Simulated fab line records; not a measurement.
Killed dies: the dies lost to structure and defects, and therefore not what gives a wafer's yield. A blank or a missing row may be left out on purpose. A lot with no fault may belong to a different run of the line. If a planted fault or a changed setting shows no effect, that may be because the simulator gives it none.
fab line records	flow gf180mcu
[record] lots = 12	wafers = 36	last_day = 34
route steps=602 shown NSD@245 M1@329 V2@398 M3@425
lots untouched by any fault: they come from a run of this same line in which no faults occurred
start_h: the number of hours between the record's first day and the start of the first shown wafer of the lot	wait_h: hours from the lot's prior step to this one	" the same as in the row above	L1.1+2: a single row standing in for several wafers	- no value, or no start given	* or withheld: withheld	< > ~ a bound
route shown NAME@n: NAME is a module with steps in the file, n the number in the route of the first one	usual: mean/standard deviation taken from wafers without a fault	same: alike in all rows	chamber/n: place in a boat	sites: the reading at each site	_std_site: their standard deviation	_edge_site: outer sites' mean less inner sites'	radius_mm: for every site, how far away it sits from the centre of the wafer	mask NAME#n: copy n	behind: the most recent tool/chamber to have shaped the wafer	hold: why the lot was held/for how many hours/how that ended	device: the transistor (n, p or np) that didn't switch	end of line: tests of these same wafers at the route's end	a step with no rows: only its recipe	killed: the dies lost at the first sort to structure and to defects; this is not the yield of the wafer	map: the dies of a wafer, with x for killed, . for not killed, _ for no die there
set.NAME: the setting the step ran with; set.NAME@STEP: the setting that earlier step ran with	model.NAME: the simulator's own value behind a step, which no gauge read
route steps across a sampled set of lots; one table per step, one row per wafer
services: from which hour (start_h, from the record's first day; less than 0 if before it) a tool's chamber was out of use, for how many hours, and why
[[steps]]
[step GF_NSD_IMPLANT_10]
[recipe] species = P	energy_kev = 40	dose_cm2 = 5e+14	tilt_deg = 7
[usual] dose_ions_cm2 = 4.999e+14/5.2e+11	faraday_current_uA = 2788/57
lot.wafer	tool	chamber	start_h	wait_h	dose_ions_cm2	faraday_current_uA
L150.2	implanter-03	0	295.34	0.1	4.994e+14	2721
L150.3	"	0	"	"	4.989e+14	2803
L150.5	"	0	"	"	4.999e+14	2771
L152.1	implanter-01	0	314.42	0.1	5.006e+14	2870
L152.3	"	0	"	"	4.998e+14	2840
L152.4	"	0	"	"	5.002e+14	2792
L153.1	implanter-03	0	320.96	0.1	4.994e+14	2828
L153.2	"	0	"	"	4.999e+14	2795
L153.4	"	0	"	"	5e+14	2761
L154.3	implanter-02	0	328.41	0.1	4.994e+14	2924
L154.4	"	0	"	"	4.994e+14	2763
L154.5	"	0	"	"	5.002e+14	2788
L155.1	implanter-01	0	333.21	0.1	5.003e+14	2752
L155.3	"	0	"	"	5.001e+14	2719
L155.5	"	0	"	"	4.996e+14	2798
L157.2	implanter-02	0	353.88	0.1	4.99e+14	2778
L157.4	"	0	"	"	5.001e+14	2787
L157.5	"	0	"	"	4.995e+14	2847
L163.3	implanter-03	0	403.45	0.1	4.209e+14	2412
L163.5	"	0	"	"	4.198e+14	2351
L163.6	"	0	"	"	4.206e+14	2318
L164.1	implanter-03	0	419.11	0.1	4.212e+14	2342
L164.4	"	0	"	"	4.209e+14	2268
L164.5	"	0	"	"	4.214e+14	2289
L168.1	implanter-01	0	451.23	0.1	4.995e+14	2800
L168.3	"	0	"	"	4.999e+14	2759
L168.6	"	0	"	"	4.999e+14	2953
L170.1	implanter-01	0	464.26	0.1	4.997e+14	2829
L170.2	"	0	"	"	5.002e+14	2718
L170.4	"	0	"	"	5.01e+14	2860
L172.1	implanter-01	0	480.74	0.1	4.99e+14	2738
L172.2	"	0	"	"	4.995e+14	2856
L172.3	"	0	"	"	5.001e+14	2727
L173.4	implanter-01	0	487.52	0.1	4.998e+14	2904
L173.5	"	0	"	"	5.006e+14	2775
L173.6	"	0	"	"	5.001e+14	2627
[step GF_PSD_RS_MEAS_14]
[recipe] thk_meas_gauge = four-point-probe
[usual] NSD_RS = 46.15/0.097
lot.wafer	tool	chamber	start_h	wait_h	NSD_RS[ohm/sq]
L150.2	film_metro-01	-	316.28	0.1	46.19
L150.3	"	-	"	"	46.26
L150.5	"	-	"	"	46.32
L152.1	film_metro-01	-	336.16	0.1	46.18
L152.3	"	-	"	"	46.21
L152.4	"	-	"	"	46.24
L153.1	film_metro-04	-	342.84	0.1	46.15
L153.2	"	-	"	"	46.13
L153.4	"	-	"	"	46.25
L154.3	film_metro-01	-	351.29	0.1	46.14
L154.4	"	-	"	"	46.09
L154.5	"	-	"	"	46.08
L155.1	film_metro-02	-	355.51	0.1	46.17
L155.3	"	-	"	"	46.19
L155.5	"	-	"	"	46.08
L157.2	film_metro-01	-	377.38	0.1	46.04
L157.4	"	-	"	"	46.12
L157.5	"	-	"	"	46.17
L163.3	film_metro-04	-	427.97	0.1	47.21
L163.5	"	-	"	"	47.17
L163.6	"	-	"	"	47.11
L164.1	film_metro-04	-	443.56	0.1	47.21
L164.4	"	-	"	"	47.06
L164.5	"	-	"	"	47.15
L168.1	film_metro-01	-	479.75	0.1	46.21
L168.3	"	-	"	"	46.15
L168.6	"	-	"	"	46.26
L170.1	film_metro-04	-	487.08	0.1	46.20
L170.2	"	-	"	"	46.22
L170.4	"	-	"	"	46.23
L172.1	film_metro-04	-	505.22	0.1	46.12
L172.2	"	-	"	"	46.18
L172.3	"	-	"	"	46.07
L173.4	film_metro-02	-	512.21	0.1	46.12
L173.5	"	-	"	"	46.12
L173.6	"	-	"	"	46.00
[step GF_M1_CD_MEAS_14]
[recipe] target_cd_nm = 230
[usual] cd_nm = 230.0/1
lot.wafer	tool	chamber	start_h	wait_h	cd_nm
L150.2	cd_sem-01	-	385.02	0.1	229.0
L150.3	"	-	"	"	229.5
L150.5	"	-	"	"	231.0
L152.1	cd_sem-01	-	407.11	0.1	228.2
L152.3	"	-	"	"	229.4
L152.4	"	-	"	"	229.2
L153.1	cd_sem-02	-	413.91	0.1	231.9
L153.2	"	-	"	"	230.1
L153.4	"	-	"	"	230.3
L154.3	cd_sem-01	-	422.64	0.1	229.5
L154.4	"	-	"	"	229.4
L154.5	"	-	"	"	229.2
L155.1	cd_sem-01	-	428.61	0.1	230.2
L155.3	"	-	"	"	230.4
L155.5	"	-	"	"	230.7
L157.2	cd_sem-01	-	450.82	0.1	230.4
L157.4	"	-	"	"	229.9
L157.5	"	-	"	"	229.7
L163.3	cd_sem-01	-	505.53	0.3	231.9
L163.5	"	-	"	"	231.1
L163.6	"	-	"	"	231.7
L164.1	cd_sem-01	-	518.40	0.1	228.2
L164.4	"	-	"	"	227.9
L164.5	"	-	"	"	227.9
L168.1	cd_sem-01	-	552.31	0.1	229.4
L168.3	"	-	"	"	229.4
L168.6	"	-	"	"	228.0
L170.1	cd_sem-02	-	559.56	0.1	230.6
L170.2	"	-	"	"	231.2
L170.4	"	-	"	"	229.6
L172.1	cd_sem-02	-	576.40	0.1	229.8
L172.2	"	-	"	"	229.4
L172.3	"	-	"	"	228.7
L173.4	cd_sem-02	-	583.41	0.1	228.9
L173.5	"	-	"	"	230.7
L173.6	"	-	"	"	230.3
[step GF_V2_ETCH_16]
[recipe] chemistry = N2/H2	target_depth_a = withheld	overetch_a = withheld	time_s = withheld	target = BARC	ion_energy_ev = 200	source_w = 500	bias_w = 101	pressure_mtorr = 30	n2_flow_sccm = 100	h2_flow_sccm = 200
[usual] drypump_motor_current_A = 5.9/0.52	h2_flow_sccm = 200.0/0.63	oes_product_au = 0.854/0.0048	throttle_valve_pct = 13.225/0.009
lot.wafer	tool	chamber	start_h	wait_h	drypump_motor_current_A	h2_flow_sccm	oes_product_au	throttle_valve_pct
L150.2	rie_diel-04	1	461.80	0.0	5.4	200.1	0.848	13.221
L150.3	"	3	"	"	5.1	199.8	0.852	13.223
L150.5	"	3	"	"	5.2	199.6	0.851	13.213
L152.1	rie_diel-04	0	484.09	0.0	6.1	199.8	0.847	13.229
L152.3	"	3	"	"	5.2	199.9	0.852	13.239
L152.4	"	2	"	"	6.0	199.6	0.854	13.218
L153.1	rie_diel-02	3	487.88	0.0	6.0	199.5	0.857	13.237
L153.2	"	0	"	"	5.1	199.4	0.858	13.216
L153.4	"	2	"	"	6.6	200.0	0.853	13.219
L154.3	rie_diel-01	0	503.16	0.0	5.6	200.1	0.851	13.234
L154.4	"	1	"	"	6.6	200.0	0.861	13.232
L154.5	"	3	"	"	6.5	200.6	0.849	13.223
L155.1	rie_diel-02	1	505.53	0.0	5.3	200.4	0.861	13.224
L155.3	"	0	"	"	5.1	199.6	0.851	13.223
L155.5	"	3	"	"	6.0	200.4	0.854	13.227
L157.2	rie_diel-02	0	529.58	0.0	5.1	199.3	0.855	13.238
L157.4	"	2	"	"	6.6	199.2	0.857	13.214
L157.5	"	3	"	"	6.0	200.6	0.851	13.212
L163.3	rie_diel-01	3	578.75	0.0	6.5	199.4	0.864	13.230
L163.5	"	2	"	"	5.8	199.6	0.850	13.218
L163.6	"	3	"	"	6.5	199.8	0.855	13.229
L164.1	rie_diel-02	2	589.81	0.0	6.6	199.9	0.853	13.234
L164.4	"	0	"	"	5.1	200.0	0.857	13.220
L164.5	"	3	"	"	6.0	200.4	0.853	13.221
L168.1	rie_diel-04	3	621.68	0.0	5.1	199.9	0.849	13.240
L168.3	"	0	"	"	6.1	200.6	0.847	13.213
L168.6	"	1	"	"	5.4	200.7	0.855	13.214
L170.1	rie_diel-01	0	629.25	0.0	5.6	199.5	0.854	13.223
L170.2	"	3	"	"	6.5	200.3	0.848	13.227
L170.4	"	1	"	"	6.5	199.7	0.858	13.226
L172.1	rie_diel-02	0	643.13	0.0	5.1	199.6	0.855	13.210
L172.2	"	1	"	"	5.3	199.9	0.873	13.231
L172.3	"	3	"	"	6.0	200.1	0.853	13.239
L173.4	rie_diel-01	0	649.75	0.0	5.7	201.3	0.855	13.217
L173.5	"	1	"	"	6.5	199.5	0.851	13.229
L173.6	"	2	"	"	5.8	199.4	0.861	13.205
[step GF_M3_METAL_ETCH_16]
[recipe] chemistry = Cl2/BCl3	mask_material = KrF	target_depth_nm = 750.8	stop_on = SiO2	pressure_mtorr = 8	icp_w = 800	bias_w = 140	Cl2_flow_sccm = 80	bcl3_flow_sccm = 40	time_s = 125.1
[usual] drypump_motor_current_A = 5.8/0.42	oes_product_au = 0.992/0.0054	throttle_valve_pct = 28.227/0.0096
lot.wafer	tool	chamber	start_h	wait_h	drypump_motor_current_A	oes_product_au	rf_hours_counter_h	throttle_valve_pct
L150.2	rie_metal-03	1	486.51	0.0	6.3	0.990	11	28.228
L150.3	"	0	"	"	5.7	0.990	-	28.230
L150.5	"	1	"	"	6.3	0.998	-	28.219
L152.1	rie_metal-04	0	509.40	0.0	5.9	0.992	11	28.230
L152.3	"	1	"	"	5.4	0.995	-	28.226
L152.4	"	0	"	"	5.8	0.984	-	28.220
L153.1	rie_metal-02	0	512.85	0.0	6.5	0.991	3	28.231
L153.2	"	1	"	"	5.5	0.989	12	28.234
L153.4	"	0	"	"	6.5	0.986	-	28.235
L154.3	rie_metal-02	1	528.11	0.1	5.5	0.994	-	28.243
L154.4	"	0	"	"	6.5	0.990	-	28.233
L154.5	"	0	"	"	6.5	0.984	-	28.244
L155.1	rie_metal-03	1	530.25	0.0	6.3	0.990	13	28.217
L155.3	"	1	"	"	6.3	0.992	-	28.230
L155.5	"	0	"	"	5.8	0.990	-	28.235
L157.2	rie_metal-03	0	554.51	0.0	5.8	0.982	13	28.248
L157.4	"	0	"	"	5.7	0.980	-	28.245
L157.5	"	1	"	"	6.3	0.987	-	28.225
L163.3	rie_metal-02	0	602.00	0.1	6.5	0.995	-	28.215
L163.5	"	0	"	"	6.5	0.991	-	28.227
L163.6	"	1	"	"	5.5	0.998	-	28.225
L164.1	rie_metal-04	1	611.90	0.0	5.3	0.989	2	28.225
L164.4	"	0	"	"	5.8	0.990	-	28.221
L164.5	"	0	"	"	5.8	0.995	-	28.220
L168.1	rie_metal-04	1	643.21	0.0	5.3	0.990	3	28.233
L168.3	"	1	"	"	5.3	0.996	-	28.235
L168.6	"	1	"	"	5.3	1.004	-	28.224
L170.1	rie_metal-03	0	651.33	0.0	5.7	0.984	1	28.227
L170.2	"	1	"	"	6.3	0.989	2	28.235
L170.4	"	1	"	"	6.3	0.982	-	28.218
L172.1	rie_metal-04	0	664.31	0.0	5.8	0.995	2	28.233
L172.2	"	1	"	"	5.3	0.995	3	28.240
L172.3	"	0	"	"	5.8	0.992	-	28.221
L173.4	rie_metal-02	0	671.21	0.1	6.5	0.994	-	28.227
L173.5	"	0	"	"	6.5	0.995	-	28.238
L173.6	"	1	"	"	5.5	1.000	-	28.226
[[services]]
tool	chamber	start_h	hours	kind
rie_diel-02	0	273.96	3.8	repair
rie_diel-02	1	288.99	35.8	repair
implanter-03	-	296.40	2.9	repair
implanter-03	-	309.98	2.2	repair
rie_metal-04	0	316.66	1.6	repair
rie_metal-03	0	317.81	4.1	repair
implanter-03	-	353.01	2.6	repair
implanter-01	-	355.82	1.2	repair
rie_diel-02	-	357.72	0.5	repair
rie_metal-03	-	360.98	1.4	pm
rie_metal-04	-	366.16	14.6	pm
rie_metal-02	-	368.68	1.3	repair
implanter-01	-	398.49	2.1	pm
rie_metal-03	-	407.85	0.2	repair
implanter-01	-	444.26	6.0	pm
rie_diel-02	1	519.45	15.1	repair
implanter-01	-	528.72	5.6	pm
rie_diel-02	-	544.90	0.4	repair
rie_diel-02	0	573.26	14.4	repair
rie_diel-02	1	588.55	8.0	repair
rie_diel-02	-	598.13	2.8	pm
rie_diel-02	1	617.74	5.9	repair
rie_diel-02	-	656.99	0.7	repair
rie_diel-02	0	658.09	5.1	repair
[[key]]
[first_sign] step = GF_NSD_IMPLANT_10	reading = dose_ions_cm2	direction = down	sigmas = 99+	usual = 4.999e+14	struck = 4.208e+14
[effect] step = GF_NSD_IMPLANT_10	reading = faraday_current_uA	direction = down	sigmas = 8	usual = 2788	struck = 2330
[effect] step = GF_PSD_RS_MEAS_14	reading = NSD_RS	direction = up	sigmas = 10	usual = 46.15	struck = 47.15
met_at GF_NSD_IMPLANT_10
struck_lots L163,L164
tester_left_out L163,L164
not_acting_at GF_M1_CD_MEAS_14,GF_V2_ETCH_16,GF_M3_METAL_ETCH_16
onset_between 320.96 403.45
[fault] kind = process_parameter_drift	tool = implanter-03	chamber = -	onset_h = 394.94	steps = GF_NSD_IMPLANT_10	channel = dose_cm2	offset = -7.906e+13	shape = step	end_h = 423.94	acts_in = these_recipes_only	stated = 5e+14
// tester_left_out: of these lots the tester's yield and bins aren't shown, on N5 and GAA mostly nor the transistor test; their killed dies are dies lost to structure and defects alone, not to doping, threshold or leakage, so they don't give the yield
